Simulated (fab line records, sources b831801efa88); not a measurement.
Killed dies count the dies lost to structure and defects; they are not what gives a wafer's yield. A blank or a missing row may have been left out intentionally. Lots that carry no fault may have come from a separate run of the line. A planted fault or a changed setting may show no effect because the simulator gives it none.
The tool behind it: which one? ; flow sky130 ; 6 lots, 18 wafers sampled, at 3 steps of a route of 708

WHAT THE GAUGES SHOWED, per wafer
SKY_GATE_OXIDE_TW_MEAS_14.
lot;measured;on;GATE_OXIDE_TW
L106;day 14 22:39;filmMetro-03;224.1 225.0 226.1
L109;day 15 23:22;filmMetro-03;226.5 226.1 224.7
L110;day 16 05:31;filmMetro-02;221.9 223.1 221.9
L116;day 18 17:25;filmMetro-04;272.5 273.4 274.4
L120;day 19 17:56;filmMetro-02;270.9 271.1 268.5
L125;day 21 11:17;filmMetro-02;221.9 222.3 221.6

WHICH TOOL RAN EACH LOT (tool, then ch and the chambers of the sampled wafers, then the start)
lot;SKY_VT_ADJUST_HVTR_STRIP_10;SKY_GATE_OXIDE_IMPLANT_11
L106;plasmaAsher-03 ch 0,1, day 10 11:07;implanter-04 ch 0, day 14 22:18
L109;plasmaAsher-03 ch 0,1, day 11 08:37;implanter-04 ch 0, day 15 23:02
L110;plasmaAsher-03 ch 0,1, day 11 13:14;implanter-01 ch 0, day 16 05:11
L116;plasmaAsher-03 ch 0,1, day 13 11:49;implanter-02 ch 0, day 18 16:35
L120;plasmaAsher-02 ch 0,1, day 14 14:31;implanter-01 ch 0, day 19 17:16
L125;plasmaAsher-03 ch 0,1, day 16 01:07;implanter-02 ch 0, day 21 10:56
- SKY_VT_ADJUST_HVTR_STRIP_10: strips in O2/N2.
- SKY_GATE_OXIDE_IMPLANT_11

THE ANSWER, worked out from the rows above alone
Rule: usual is defined by the lots themselves. Put in order of their means at a reading, lots are off if they are a third of the lots or fewer, leave a main group of 4 or more, and stand apart from it by a gap of 3 or more times the standard deviation of the main group's means; of several such gaps the widest counts. If all means in a main group match to the digits the tables above print for the reading, that group is not used. Also off: a lot with no number at a reading for which 4 or more lots have one. Any other lot the step has rows for is counted as sound.
Off: at SKY_GATE_OXIDE_TW_MEAS_14 (GATE_OXIDE_TW), L116, L120. Mean 223.8 and standard deviation 1.7 in the main group.
A tool fits if, at a process step before that reading, it ran every lot that is off, and no sound lot after the first of them. Those tools and the gauges at SKY_GATE_OXIDE_TW_MEAS_14 are tried in the same way. None of those tried fits.

WHAT THE SIMULATOR HAD PUT IN
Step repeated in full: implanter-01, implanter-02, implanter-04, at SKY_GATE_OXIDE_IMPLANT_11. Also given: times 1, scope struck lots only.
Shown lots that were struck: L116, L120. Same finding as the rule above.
